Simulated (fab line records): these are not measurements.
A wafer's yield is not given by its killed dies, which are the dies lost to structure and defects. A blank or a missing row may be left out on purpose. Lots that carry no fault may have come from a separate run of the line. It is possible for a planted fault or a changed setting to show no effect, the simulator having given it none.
Which tool is to blame?	flow gf180mcu	9 lots, 27 wafers sampled, at 2 steps of a route of 602

WHAT EACH GAUGE READ, for each wafer
GF_HV_LDD_TW_MEAS_50.
lot	measured	on	HV_LDD_4_TW
L439	day 12 10:17	film metro-04	574.3 571.4 575.2
L440	day 13 01:05	film metro-03	571.4 571.5 571.6
L441	day 13 03:27	film metro-04	570.7 568.8 570.7
L442	day 13 14:23	film metro-03	569.0 571.9 570.6
L443	day 13 19:49	film metro-01	567.7 570.0 570.0
L444	day 14 08:50	film metro-01	568.3 570.8 572.5
L449	day 15 23:27	film metro-04	900.7 899.9 903.7
L450	day 16 02:31	film metro-03	893.6 904.1 894.0
L451	day 16 18:14	film metro-03	894.3 898.4 900.1

TOOL THAT RAN EACH LOT (tool first, then ch and the chambers of the sampled wafers, then the start)
lot	GF_HV_LDD_IMPLANT_48
L439	implanter-02 ch 0, day 12 10:03
L440	implanter-02 ch 0, day 13 00:50
L441	implanter-02 ch 0, day 13 03:13
L442	implanter-01 ch 0, day 13 14:09
L443	implanter-01 ch 0, day 13 19:34
L444	implanter-03 ch 0, day 14 08:37
L449	implanter-03 ch 0, day 15 23:15
L450	implanter-03 ch 0, day 16 02:17
L451	implanter-03 ch 0, day 16 17:59
- GF_HV_LDD_IMPLANT_48

THE ANSWER, worked out from the rows above alone
Rule: what is usual is taken from the lots themselves. The widest of any qualifying gaps counts: lots, ordered by their means at a reading, are off when they make up no more than a third of the lots, leave a main group of 4 or more, and stand apart from it by 3 or more times the standard deviation of that group's means. The tables above print the reading to a certain number of digits; a main group whose means all agree to those digits is not used. Also off: a lot with no number at a reading for which 4 or more lots have one. Where the step has rows for the other lots, those lots are counted as sound.
Off: L449, L450, L451, seen at GF_HV_LDD_TW_MEAS_50 (HV_LDD_4_TW). Mean 570.9 and standard deviation 1.4 in the main group.
If a tool, at a process step before that reading, ran all the lots that are off and no sound lot after the first of them, it fits. The gauges at GF_HV_LDD_TW_MEAS_50 are tried like those tools. One candidate fits, namely implanter-03 at GF_HV_LDD_IMPLANT_48. A fault onset in the window from L444 (day 14 08:37, its last sound lot) to L449 (day 15 23:15, its first lot off) fits.

WHAT THE SIMULATOR HAD INSERTED
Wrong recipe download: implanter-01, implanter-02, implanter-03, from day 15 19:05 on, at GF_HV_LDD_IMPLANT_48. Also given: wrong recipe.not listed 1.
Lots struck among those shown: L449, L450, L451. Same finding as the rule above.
